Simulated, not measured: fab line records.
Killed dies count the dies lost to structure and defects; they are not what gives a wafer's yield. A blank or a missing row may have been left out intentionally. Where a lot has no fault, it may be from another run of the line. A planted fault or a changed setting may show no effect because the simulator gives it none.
Which of the tools did it?    flow sky130    6 lots with 18 wafers sampled at 2 steps, on a route of 708 steps

## WHAT THE GAUGES SHOWED, per wafer
SKY_POLY_GATE_THK_MEAS_04.
lot   measured      on             POLY_GATE_CVD_03_THK (nm)
L265  day 15 12:52  film metro-04  75.5 74.9 75.7
L269  day 17 07:19  film metro-03  75.1 74.8 75.2
L274  day 19 08:46  film metro-02  75.9 76.0 75.4
L278  day 20 14:01  film metro-02  75.6 75.2 74.9
L283  day 22 10:31  film metro-02  74.4 75.3 74.4
L287  day 23 12:42  film metro-02  74.1 74.2 74.5

## WHAT TOOL EACH LOT RAN ON (gives the tool, then ch and the chambers of the sampled wafers, and finally the start)
lot   SKY_NWELL_RTA_28
L265  rtp anneal-02 ch 0, day 5 15:03
L269  rtp anneal-02 ch 0, day 6 16:49
L274  rtp anneal-02 ch 0, day 7 20:50
L278  rtp anneal-02 ch 0, day 8 20:20
L283  rtp anneal-02 ch 0, day 10 05:45
L287  rtp anneal-01 ch 0, day 11 09:08
- SKY_NWELL_RTA_28: time 30 s.

## THE ANSWER, worked out from the rows above alone
Rule: what is usual is taken from the lots themselves. Put in order of their means at a reading, lots are off if they are a third of the lots or fewer, leave a main group of 4 or more, and stand apart from it by a gap of 3 or more times the standard deviation of the main group's means; of several such gaps the widest counts. The tables above print the reading to a certain number of digits; a main group whose means all agree to those digits is not used. A lot without any number at a reading at which 4 lots or more have one is off too. Any other lot the step has rows for is counted as sound.
Nothing can be told from this: no lot is off at any reading shown.

## WHAT WAS PUT IN BY THE SIMULATOR
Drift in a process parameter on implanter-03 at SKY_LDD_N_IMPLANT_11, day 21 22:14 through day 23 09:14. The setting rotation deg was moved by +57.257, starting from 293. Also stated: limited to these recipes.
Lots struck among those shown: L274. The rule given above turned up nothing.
